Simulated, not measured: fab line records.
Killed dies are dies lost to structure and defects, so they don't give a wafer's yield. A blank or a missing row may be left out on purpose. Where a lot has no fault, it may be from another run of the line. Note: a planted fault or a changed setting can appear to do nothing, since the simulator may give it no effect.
A struck lot beside a sound one -- flow sky130 -- 15 out of 708 route steps
Sound: wafers L378.2, L378.4, L378.5. Wafers L389.3, L389.4, L389.6 were the ones struck. The cause is given at the end.
Each step with rows lists, per side, the tool, then ch with its chambers, then its first start. Under that, the readings that differ: sound wafers -- struck wafers -- difference of the means -- sigmas: that difference in standard deviations of wafers without a fault.
alike: readings whose means differ by less than 2 such deviations, and words and numbers that are the same on both sides. not compared: withheld readings, readings that some wafer has no value for, bounds like >300 that may hide the same value, and numbers for which the record gives no deviation and whose values overlap.
Wherever a step has rows on one side only, a row that says differs or no value, or a row with sigmas, the two part there. Non-overlapping numbers with no deviation appear without sigmas and do not part them. A reading missing from all wafers of one side parts the sides only when that side holds two or more wafers.

SKY_METAL1_SPUTTER_02: material AlCu, target thk 250 nm, time 13.3 s.
  struck on pvd_sputter-03, day 36 04:37; sound on pvd_sputter-02, day 32 10:28
  alike: throttle_valve_pct
SKY_METAL1_SPUTTER_03: material Ti, target thk 5 nm, time 3.3 s.
  struck on pvd_sputter-03, day 36 04:38; sound on pvd_sputter-02, day 32 10:29
  alike: throttle_valve_pct
SKY_METAL1_SPUTTER_04: material TiN, target thk 70 nm, time 58.3 s.
  struck on pvd_sputter-03, day 36 04:40; sound on pvd_sputter-02, day 32 10:31
  alike: throttle_valve_pct
SKY_METAL1_RS_MEAS_05: uses a four-point probe to measure.
  struck on film_metro-03, day 36 04:45; sound on film_metro-03, day 32 10:35
reading,sound,struck,difference,sigmas
METAL1_ALCU_RS (ohm/sq),0.1295 0.1285 0.1274,0.1242 0.1255 0.1253,-0.0035,-2
SKY_METAL1_THK_MEAS_06: measures by xrf.
  struck on film_metro-03, day 36 04:51; sound on film_metro-03, day 32 10:41
  alike: METAL1_ALCU_THK
then, 7 steps without rows for these wafers: SKY_METAL1_DEHYDRATE_07 (time 60 s); SKY_METAL1_HMDS_08 (prime time 60 s); SKY_METAL1_COAT_09 (resist thk 60 nm); SKY_METAL1_COAT_10 (resist thk 450 nm); SKY_METAL1_SOFTBAKE_11 (time 90 s); SKY_METAL1_EXPOSE_12 (exposes mask MM1, target cd 140 nm); SKY_METAL1_PEB_13.
SKY_METAL1_DEVELOP_14: develop time 60 s.
  sound on litho_track-03 ch 0, day 33 13:00; struck on litho_track-03 ch 0, day 37 06:00
reading,sound,struck,difference,sigmas
developer_temp_C (C),21.09 21.07 21.21,21.47 21.62 21.58,+0.43,+4
  alike: chill_plate_temp_C
SKY_METAL1_CD_MEAS_15 targets a cd of 140 nm.
  struck on cd_sem-02, day 37 06:26; sound on cd_sem-01, day 33 13:49
  alike: cd_nm
-- the record jumps here: 12 days lie between the struck wafers' starts before and after (it left off in module METAL1 and takes up again in module PAD_OPEN, whose first step shown is number 708 of the route) --
SKY_PAD_OPEN_PROBE_99:
  struck on prober-02, day 49 03:06; sound on prober-01, day 46 09:44
reading,sound,struck,difference,sigmas
killed_at_contacts,33 24 28,18 19 15,-11,-2
  alike: defect_limited_yield, killed_at_M0_to_M3, killed_at_M4_up, killed_at_front_end, killed_at_other, killed_dies, killed_open, killed_short, sort_bin_3_pad_short, sort_bin_5_function, sort_bin_6_memory, sort_n_pass, sort_yield_pct

WHERE THEY PART
Last at SKY_PAD_OPEN_PROBE_99 as far as this record goes, first at SKY_METAL1_RS_MEAS_05.

WHY: what had been put in by the simulator
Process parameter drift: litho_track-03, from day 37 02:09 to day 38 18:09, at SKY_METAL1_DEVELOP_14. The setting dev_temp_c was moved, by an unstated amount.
